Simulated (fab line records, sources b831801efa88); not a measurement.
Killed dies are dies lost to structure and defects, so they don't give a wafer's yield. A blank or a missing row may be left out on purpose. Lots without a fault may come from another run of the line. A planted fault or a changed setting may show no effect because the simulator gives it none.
A struck lot beside a sound one | flow sky130 | 15 steps out of a route of 708
Sound: wafers L599.2, L599.3, L599.5. Struck: wafers L613.2, L613.4, L613.6. The cause comes at the end.
At each step with rows: each side's tool, then ch and its chambers, then its first start. Under that, the readings that differ: sound wafers | struck wafers | difference of the means | sigmas: that difference in standard deviations of wafers without a fault.
alike: readings whose means differ by less than 2 such deviations, and words and numbers that are the same on both sides. not compared: withheld readings, readings that some wafer has no value for, bounds like >300 that may hide the same value, and numbers for which the record gives no deviation and whose values overlap.
The two part at a step that has a row with sigmas, a row that says differs or no value, or rows on one side only. Numbers that don't overlap but have no deviation are shown without sigmas and don't part them. A reading that every wafer of one side lacks parts them only if that side has two wafers or more.

SKY_SPACER_ETCHBACK_02: etches Si3N4 in CH3F/O2, stops on SiO2, time 46.7 s, target depth 45 nm.
  sound on rie_diel-01 ch 0,2, day 23 01:10; struck on rie_diel-04 ch 1,2,3, day 28 20:13
  alike: O2_flow_sccm, drypump_motor_current_A, oes_product_au, throttle_valve_pct
  not compared: rf_hours_counter_h
then, 8 steps without rows for these wafers: SKY_POLY_CUT_DEHYDRATE_00 (time 60 s); SKY_POLY_CUT_HMDS_01 (prime time 60 s); SKY_POLY_CUT_COAT_02 (resist thk 60 nm); SKY_POLY_CUT_COAT_03 (resist thk 450 nm); SKY_POLY_CUT_SOFTBAKE_04 (time 90 s); SKY_POLY_CUT_EXPOSE_05 (exposes mask NPCM, target cd 270 nm); SKY_POLY_CUT_PEB_06; SKY_POLY_CUT_DEVELOP_07 (develop time 60 s).
SKY_POLY_CUT_CD_MEAS_08: target cd 270 nm.
  sound on cd_sem-01, day 24 07:07; struck on cd_sem-02, day 30 01:01
  alike: cd_nm
SKY_POLY_CUT_OVL_MEAS_09:
  sound on overlay-01, day 24 07:13; struck on overlay-01, day 30 01:07
  alike: POLY_CUT_OVL
SKY_POLY_CUT_ETCH_10: etches BARC in N2/H2, stops on SiO2, time 45.9 s, target depth 60 nm.
  sound on rie_diel-02 ch 0,1, day 24 07:15; struck on rie_diel-02 ch 2,3, day 30 01:09
  alike: drypump_motor_current_A, oes_product_au, throttle_valve_pct
  not compared: rf_hours_counter_h
SKY_POLY_CUT_ETCH_11: etches Si3N4 in CF4/CH2F2/Ar, stops on poly-Si, time 42.5 s, target depth 60 nm.
  sound on rie_diel-02 ch 0,1, day 24 07:17; struck on rie_diel-02 ch 2,3, day 30 01:11
  reading                              | sound             | struck            | difference | sigmas
  oes_product_au (a.u.)                | 0.821 0.820 0.823 | 0.728 0.727 0.737 | -0.091     | -13
  model.POLY_CUT.feature_depth_nm (nm) | 61.02 60.73 61.24 | 47.81 49.18 49.59 | -12.14     |
  model.etch.depth_nm (nm)             | 60.9 60.61 61.13  | 47.81 49.18 49.59 | -12.02     |
  alike: ch2f2_flow_sccm, drypump_motor_current_A, throttle_valve_pct
  not compared: rf_hours_counter_h
SKY_POLY_CUT_STRIP_12: strips in O2/N2.
  sound on plasma_asher-02 ch 0,1, day 24 07:20; struck on plasma_asher-02 ch 1, day 30 01:14
  alike: drypump_motor_current_A, oes_product_au, strip_time_to_endpoint_s
  not compared: rf_hours_counter_h
-- the record jumps here: 20 days lie between the struck wafers' starts before and after (it left off in module POLY_CUT and takes up again in module PAD_OPEN, whose first step shown is number 708 of the route) --
SKY_PAD_OPEN_PROBE_99:
  the record has rows for the struck wafers here (prober-02, day 49 16:20) and none for the sound ones

WHERE THEY PART
First at SKY_POLY_CUT_ETCH_11; last, within this record, at SKY_PAD_OPEN_PROBE_99.

WHY: what the simulator had put in
Process parameter drift: rie_diel-02, from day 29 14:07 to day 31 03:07, at SKY_POLY_CUT_ETCH_11. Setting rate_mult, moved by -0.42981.
